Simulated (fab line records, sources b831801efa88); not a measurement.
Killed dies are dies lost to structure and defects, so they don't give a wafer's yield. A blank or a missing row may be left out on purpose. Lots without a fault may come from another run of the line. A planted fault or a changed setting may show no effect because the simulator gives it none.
Problem report in the 8D (eight disciplines) form, filled by code | flow gf180mcu | the parts of the form that need people (team, actions taken, sign-off) are left out

1. THE PROBLEM
DNWELL_TW at GF_DNWELL_TW_MEAS_09 reads a mean of 31 on 9 wafers of 3 lots; wafers without a fault read 1352 with a standard deviation of 12. That is -99 or more standard deviations from the usual mean.
First seen on wafer L959.1, day 3 08:10, on film_metro-03. The record holds 45 wafers of 15 lots with a number at this step. Rule for "out", or "out of limits": more than 4 standard deviations from the usual mean. The other wafers with a number count as sound.

2. WHAT IT IS AND WHAT IT IS NOT
question                    | is                           | is not
which readings at this step | DNWELL_TW                    | -
which lots                  | L959, L960, L961             | L957, L958, L965, L969, L970, L972, L974, L975, L976, L978, L979, L980
which wafers of those lots  | all that have a number       | -
read on which gauges        | film_metro-03, film_metro-04 | -
when                        | from day 3 08:10             | up to then (6 sound wafers); but 30 sound wafers of L965, L969, L970, L972, L974, L975, L976, L978, L979, L980 came after

3. SUSPECTS, AND WHAT RULES EACH OUT
Counting: a tool at a process step up to the reading stays a suspect if it ran every lot that is out and no sound lot after the first of them.
- the gauge at GF_DNWELL_TW_MEAS_09: ruled out. The wafers that are out were read on 2 gauges (film_metro-03, film_metro-04).
- iline_stepper-01 at GF_DNWELL_EXPOSE_04 (exposes mask DNWELL, target cd 1700 nm): ruled out as a lasting fault. Sound lots L965, L974, L975, L976 ran on it after its first lot that is out, L959 (day 3 01:17).
Left after counting: nothing in the record.

4. THE CAUSE (what the simulator had put in)
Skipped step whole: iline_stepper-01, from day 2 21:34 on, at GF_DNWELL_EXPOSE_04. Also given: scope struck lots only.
Counting ruled it out, wrongly: the rule takes a fault to strike every lot that its tool runs from its start on, and this one did not.

5. THE CHAIN OF EFFECTS, in route order
Each row: a reading whose mean over the struck wafers that have a number lies more than 3 standard deviations from the usual. Only readings for which the record gives a usual standard deviation are gone through. hours: the time from each lot's start at the first step in this table that gives one to its start at this step, as a median over the lots. sigmas: the change in usual standard deviations.
hours | step                 | reading   | usual | on struck wafers | change | sigmas
0     | GF_DNWELL_TW_MEAS_09 | DNWELL_TW | 1352  | 31               | -1321  | -99 or more
Readings that are blank on the struck wafers while sound wafers have them: exposure_dose_mJ_cm2 at GF_DNWELL_EXPOSE_04; focus_offset_nm at GF_DNWELL_EXPOSE_04; reticle_temp_C at GF_DNWELL_EXPOSE_04.

6. WHAT WOULD HAVE CAUGHT IT SOONER
In this record the first reading out of limits at a measuring or inspecting step was taken at day 3 08:10, 11 hours after the fault began at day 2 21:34.
At GF_DNWELL_EXPOSE_04 the tool's readings are blank on the struck wafers, where sound wafers have them: an empty tool record is the first sign, and it was there at once.
